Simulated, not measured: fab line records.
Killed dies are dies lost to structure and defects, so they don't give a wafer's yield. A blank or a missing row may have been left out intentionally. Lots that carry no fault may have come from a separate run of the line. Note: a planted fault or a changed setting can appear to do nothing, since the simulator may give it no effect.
Which tool was responsible?	flow sky130	72 wafers from 24 lots sampled at 6 of the route's 708 steps

## WHAT THE GAUGES SHOWED, per wafer
SKY_FIELD_ISO_THK_MEAS_02.
lot	measured	on	FIELD_ISO_OXIDATION_00_THK (nm)
L074	day 1 13:16	film-metro-02	11.73 11.50 11.66
L075	day 1 17:30	film-metro-02	11.63 11.71 11.48
L076	day 1 22:14	film-metro-02	12.11 12.24 12.26
L077	day 2 03:49	film-metro-01	11.91 11.99 12.28
L078	day 2 08:09	film-metro-04	12.10 11.85 12.07
L079	day 2 12:38	film-metro-02	12.17 12.45 12.24
L080	day 2 18:23	film-metro-02	12.04 12.07 11.83
L081	day 2 22:40	film-metro-02	11.95 12.03 12.09
L082	day 3 03:42	film-metro-01	12.25 12.26 12.32
L083	day 3 09:28	film-metro-04	11.69 11.83 11.62
L084	day 3 14:56	film-metro-04	12.26 12.50 12.39
L085	day 3 18:38	film-metro-02	11.97 11.79 11.60
L086	day 3 23:46	film-metro-04	12.16 12.29 12.29
L087	day 4 04:38	film-metro-02	12.18 12.28 12.18
L088	day 4 12:02	film-metro-01	11.62 11.69 11.63
L089	day 4 15:43	film-metro-01	11.84 12.02 12.24
L090	day 4 20:22	film-metro-02	11.99 12.25 12.24
L091	day 5 01:51	film-metro-04	12.08 12.06 12.25
L092	day 5 06:37	film-metro-02	11.92 12.05 12.09
L093	day 5 10:38	film-metro-01	11.87 11.90 12.01
L094	day 5 16:01	film-metro-04	12.02 12.04 12.02
L095	day 5 20:38	film-metro-04	11.50 11.59 11.66
L096	day 6 02:47	film-metro-01	11.89 11.80 11.88
L097	day 6 06:40	film-metro-01	11.97 12.27 12.05

SKY_SONOS_ONO_THK_MEAS_01.
lot	measured	on	SONOS_ONO_OXIDATION_THK (nm)
L074	day 11 07:34	film-metro-01	2.71 2.67 2.65
L075	day 11 15:38	film-metro-01	2.65 2.66 2.70
L076	day 11 23:43	film-metro-02	2.76 2.73 2.64
L077	day 12 03:55	film-metro-02	2.69 2.66 2.65
L078	day 12 15:23	film-metro-02	2.58 2.66 2.63
L079	day 12 19:07	film-metro-02	2.63 2.62 2.55
L080	day 13 13:10	film-metro-02	2.57 2.62 2.60
L081	day 14 01:56	film-metro-04	2.64 2.64 2.63
L082	day 14 08:50	film-metro-01	2.58 2.59 2.50
L083	day 14 12:31	film-metro-01	2.56 2.42 2.52
L084	day 14 22:46	film-metro-04	2.61 2.61 2.59
L085	day 15 00:07	film-metro-04	2.69 2.67 2.61
L086	day 15 14:41	film-metro-02	2.65 2.55 2.52
L087	day 15 15:03	film-metro-04	2.58 2.57 2.54
L088	day 16 00:55	film-metro-02	2.53 2.63 2.56
L089	day 16 13:39	film-metro-02	2.63 2.62 2.63
L090	day 16 13:38	film-metro-01	2.57 2.59 2.63
L091	day 16 23:13	film-metro-01	2.64 2.60 2.60
L092	day 17 09:05	film-metro-01	2.55 2.56 2.64
L093	day 18 00:07	film-metro-01	2.59 2.53 2.56
L094	day 18 21:14	film-metro-02	2.58 2.57 2.63
L095	day 19 04:28	film-metro-02	2.64 2.62 2.61
L096	day 19 04:28	film-metro-04	2.60 2.68 2.66
L097	day 19 17:05	film-metro-02	2.51 2.52 2.61

SKY_GATE_OXIDE_THK_MEAS_02.
lot	measured	on	GATE_OXIDE_OXIDATION_00_THK (nm)
L074	day 12 12:37	film-metro-04	10.27 10.40 10.28
L075	day 12 21:11	film-metro-03	10.30 10.55 10.27
L076	day 13 06:41	film-metro-04	10.22 10.34 10.39
L077	day 13 13:17	film-metro-03	10.26 10.31 10.06
L078	day 14 00:34	film-metro-01	10.12 10.21 10.00
L079	day 14 05:37	film-metro-01	10.17 10.06 10.23
L080	day 14 20:16	film-metro-01	10.57 10.37 10.37
L081	day 15 09:55	film-metro-01	9.86 10.02 9.94
L082	day 15 16:28	film-metro-01	10.10 10.09 10.10
L083	day 15 20:32	film-metro-01	9.91 10.08 9.93
L084	day 16 07:43	film-metro-01	10.07 9.98 10.01
L085	day 16 12:17	film-metro-03	10.32 10.30 10.39
L086	day 17 00:34	film-metro-03	10.59 10.49 10.45
L087	day 17 01:58	film-metro-03	10.25 10.13 10.39
L088	day 17 13:15	film-metro-01	10.25 10.29 10.22
L089	day 18 01:32	film-metro-03	10.15 10.16 10.24
L090	day 18 01:31	film-metro-01	10.09 10.08 10.30
L091	day 18 11:32	film-metro-04	10.18 10.43 10.37
L092	day 18 18:46	film-metro-03	10.43 10.47 10.39
L093	day 19 13:38	film-metro-04	10.33 10.18 10.48
L094	day 20 09:51	film-metro-03	10.39 10.30 10.34
L095	day 20 19:02	film-metro-03	10.38 10.35 10.19
L096	day 20 19:32	film-metro-04	10.27 9.94 10.21
L097	day 21 03:55	film-metro-01	10.07 9.99 10.33

SKY_POLY_GATE_THK_MEAS_04.
lot	measured	on	POLY_GATE_CVD_03_THK (nm)
L074	day 14 23:56	film-metro-04	73.9 73.9 74.4
L075	day 15 09:49	film-metro-03	75.6 75.6 75.4
L076	day 15 20:54	film-metro-03	75.1 75.0 74.8
L077	day 16 01:32	film-metro-02	73.9 73.5 74.5
L078	day 16 12:53	film-metro-03	76.2 76.5 75.6
L079	day 16 17:18	film-metro-03	75.8 76.0 75.7
L080	day 17 11:34	film-metro-04	76.4 75.6 75.6
L081	day 18 02:00	film-metro-02	75.4 75.1 75.6
L082	day 18 07:26	film-metro-04	75.1 75.9 75.6
L083	day 18 13:23	film-metro-04	76.0 76.3 76.1
L084	day 19 02:37	film-metro-04	76.3 76.6 75.7
L085	day 19 07:20	film-metro-02	75.0 75.5 74.1
L086	day 19 19:32	film-metro-04	76.6 76.0 76.2
L087	day 19 20:53	film-metro-04	74.5 74.1 74.5
L088	day 20 10:46	film-metro-02	74.0 74.8 74.3
L089	day 21 01:17	film-metro-04	73.3 73.1 73.5
L090	day 20 21:40	film-metro-02	75.2 76.1 75.6
L091	day 21 08:31	film-metro-04	73.0 72.9 73.6
L092	day 21 15:02	film-metro-03	74.9 75.0 74.7
L093	day 22 08:42	film-metro-04	73.8 73.9 73.8
L094	day 23 03:32	film-metro-04	75.4 75.9 75.5
L095	day 23 13:52	film-metro-03	74.4 73.7 75.3
L096	day 23 15:14	film-metro-03	74.0 74.4 74.8
L097	day 23 23:39	film-metro-03	75.4 75.6 75.8

SKY_PAD_OPEN_BOW_MEAS_13.
lot	measured	on	PAD_OPEN_BOW (um)
L074	day 46 04:34	film-metro-03	54 52 47
L075	day 46 06:38	film-metro-01	52 48 44
L076	day 46 15:08	film-metro-01	55 60 55
L077	day 46 22:34	film-metro-01	42 29 34
L078	day 47 02:10	film-metro-01	48 37 43
L079	day 47 04:48	film-metro-03	51 42 61
L080	day 47 16:32	film-metro-01	46 53 56
L081	day 48 05:11	film-metro-03	63 58 54
L082	day 48 07:19	film-metro-01	40 41 39
L083	day 48 11:56	film-metro-03	50 52 46
L084	day 49 07:07	film-metro-01	57 44 49
L085	day 49 07:52	film-metro-03	34 43 47
L086	day 49 08:37	film-metro-01	60 48 52
L087	day 49 09:22	film-metro-01	41 33 50
L088	day 49 14:20	film-metro-03	37 35 40
L089	day 49 23:59	film-metro-01	52 44 55
L090	day 50 01:25	film-metro-02	46 65 37
L091	day 50 02:55	film-metro-02	66 46 52
L092	day 50 12:07	film-metro-03	45 43 48
L093	day 50 17:53	film-metro-01	30 30 48
L094	day 51 08:28	film-metro-03	51 55 46
L095	day 51 08:49	film-metro-02	47 47 41
L096	day 51 09:58	film-metro-02	60 62 57
L097	day 51 13:23	film-metro-02	57 39 59

## WHICH TOOL RAN EACH LOT (tool, then ch and the chambers of the sampled wafers, then the start)
lot	SKY_VT_ADJUST_NCORE_STRIP_10
L074	plasma-asher-01 ch 0,1, day 8 09:58
L075	plasma-asher-03 ch 0,1, day 8 17:04
L076	plasma-asher-01 ch 1, day 9 00:28
L077	plasma-asher-03 ch 0,1, day 9 05:10
L078	plasma-asher-03 ch 0,1, day 9 14:25
L079	plasma-asher-02 ch 0,1, day 9 17:29
L080	plasma-asher-02 ch 0,1, day 10 09:13
L081	plasma-asher-01 ch 0,1, day 10 19:48
L082	plasma-asher-01 ch 0,1, day 11 01:05
L083	plasma-asher-02 ch 0,1, day 11 04:46
L084	plasma-asher-02 ch 0,1, day 11 14:41
L085	plasma-asher-03 ch 0,1, day 11 16:13
L086	plasma-asher-01 ch 0, day 12 05:37
L087	plasma-asher-03 ch 0,1, day 12 05:50
L088	plasma-asher-03 ch 0,1, day 12 13:34
L089	plasma-asher-01 ch 0, day 13 01:04
L090	plasma-asher-02 ch 0,1, day 13 01:25
L091	plasma-asher-03 ch 0,1, day 13 10:13
L092	plasma-asher-02 ch 0,1, day 13 17:28
L093	plasma-asher-03 ch 0,1, day 14 08:44
L094	plasma-asher-01 ch 0,1, day 15 03:04
L095	plasma-asher-01 ch 0,1, day 15 09:38
L096	plasma-asher-03 ch 0,1, day 15 09:13
L097	plasma-asher-02 ch 0,1, day 15 20:00
- SKY_VT_ADJUST_NCORE_STRIP_10: strips in O2/N2.

## AS READ BY THE TOOLS THEMSELVES (means over the sampled wafers that have a number; for cases with no such wafer, the mark the record gives instead)
SKY_VT_ADJUST_NCORE_STRIP_10.
lot	tool	drypump-motor-current-A (A)	oes-product-au (a.u.)	strip-time-to-endpoint-s (s)
L074	plasma-asher-01	5.5	0.708	14.20
L075	plasma-asher-03	5.3	0.713	14.20
L076	plasma-asher-01	4.6	0.717	14.25
L077	plasma-asher-03	5.3	0.716	14.20
L078	plasma-asher-03	5.3	0.714	14.15
L079	plasma-asher-02	5.3	0.718	14.19
L080	plasma-asher-02	5.3	0.714	14.16
L081	plasma-asher-01	5.5	0.719	14.23
L082	plasma-asher-01	5.5	0.715	14.20
L083	plasma-asher-02	5.3	0.714	14.11
L084	plasma-asher-02	5.3	0.716	14.21
L085	plasma-asher-03	5.3	0.714	14.16
L086	plasma-asher-01	5.9	0.719	14.14
L087	plasma-asher-03	5.3	0.716	14.20
L088	plasma-asher-03	5.3	0.712	14.21
L089	plasma-asher-01	5.9	0.715	14.17
L090	plasma-asher-02	5.2	0.717	14.09
L091	plasma-asher-03	5.3	0.722	14.20
L092	plasma-asher-02	5.2	0.715	14.25
L093	plasma-asher-03	5.3	0.713	14.17
L094	plasma-asher-01	5.0	0.720	14.20
L095	plasma-asher-01	5.5	0.718	14.20
L096	plasma-asher-03	5.3	0.710	14.17
L097	plasma-asher-02	5.3	0.717	14.18

## THE ANSWER, worked out from the rows above alone
Rule: the lots themselves supply what counts as usual. Put in order of their means at a reading, lots are off if they are a third of the lots or fewer, leave a main group of 4 or more, and stand apart from it by a gap of 3 or more times the standard deviation of the main group's means; of several such gaps the widest counts. The tables above print the reading to a certain number of digits; a main group whose means all agree to those digits is not used. A lot without any number at a reading at which 4 lots or more have one is off too. Where the step has rows for the other lots, those lots are counted as sound. Order of review: gauges by route order, followed by the tools' own readings, for which a lot's mean as printed above is used. At the first step where some lot is off, the reading lying furthest off is the one used; lots without a number count as furthest.
No lot is off on any of the readings shown, so nothing can be concluded from this.

## WHAT THE SIMULATOR PUT IN
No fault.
